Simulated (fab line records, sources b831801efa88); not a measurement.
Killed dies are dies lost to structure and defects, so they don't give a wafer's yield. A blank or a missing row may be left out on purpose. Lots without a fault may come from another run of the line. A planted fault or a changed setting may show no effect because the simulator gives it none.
Chamber matching | flow sfq_line | SFQ_TRILAYER_I1_VIA_BARC_OPEN_VIA_ETCH_071 on rie_diel-01: 4 sister chambers
The step etches BARC in O2, target depth 125 nm, time 41.7 s. 14 wafers are shown with their chamber, then 7 later ones without.

WAFERS WITH THEIR CHAMBER
wafer  | chamber | drypump_motor_current_A (A) | oes_product_au (a.u.)
L783.3 | 1       | 6.0                         | 0.681
L783.4 | 2       | 5.5                         | 0.692
L783.5 | 3       | 4.8                         | 0.686
L784.3 | 0       | 4.8                         | 0.685
L784.4 | 3       | 4.8                         | 0.679
L784.6 | 0       | 4.8                         | 0.689
L787.2 | 0       | 4.8                         | 0.685
L787.5 | 2       | 5.5                         | 0.683
L787.6 | 0       | 4.8                         | 0.685
L788.1 | 1       | 5.9                         | 0.685
L788.2 | 3       | 4.8                         | 0.688
L788.5 | 3       | 4.8                         | 0.687
L800.1 | 2       | 5.5                         | 0.680
L800.2 | 1       | 5.9                         | 0.691

SIGNATURES (means of the wafers above)
reading                 | chamber 0 | chamber 1 | chamber 2 | chamber 3 | scatter within a chamber
drypump_motor_current_A | 4.800     | 5.933     | 5.500     | 4.800     | 0.0258
oes_product_au          | 0.68600   | 0.68567   | 0.68500   | 0.68500   | 0.00437
Rule: a wafer's distance from a chamber is the root of the sum, over the readings, of the square of ((its reading less the chamber's mean) divided by the reading's scatter). The wafer belongs to the nearest chamber; if the next one is less than 2 further off, it can't be placed. The scatter: the root of (the sum of the squares of (reading less its chamber's mean) over the shown wafers, divided by (wafers less chambers)).

WAFERS WITHOUT THEIR CHAMBER
wafer  | drypump_motor_current_A (A) | oes_product_au (a.u.)
L800.4 | 4.8                         | 0.690
L804.3 | 4.8                         | 0.689
L804.5 | 4.8                         | 0.681
L804.6 | 5.5                         | 0.683
L805.2 | 4.8                         | 0.680
L805.3 | 4.8                         | 0.691
L805.6 | 4.8                         | 0.678

WHICH CHAMBER EACH WENT THROUGH
wafer  | from the rows above     | in truth
L800.4 | can't be placed: 0 or 3 | 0
L804.3 | can't be placed: 0 or 3 | 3
L804.5 | can't be placed: 3 or 0 | 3
L804.6 | 2                       | 2
L805.2 | can't be placed: 3 or 0 | 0
L805.3 | can't be placed: 0 or 3 | 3
L805.6 | can't be placed: 3 or 0 | 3
Placed correctly: 1 of 7. Can't be placed from these rows: 6 (the true chamber is among the candidates in 6). Placed wrongly: 0.
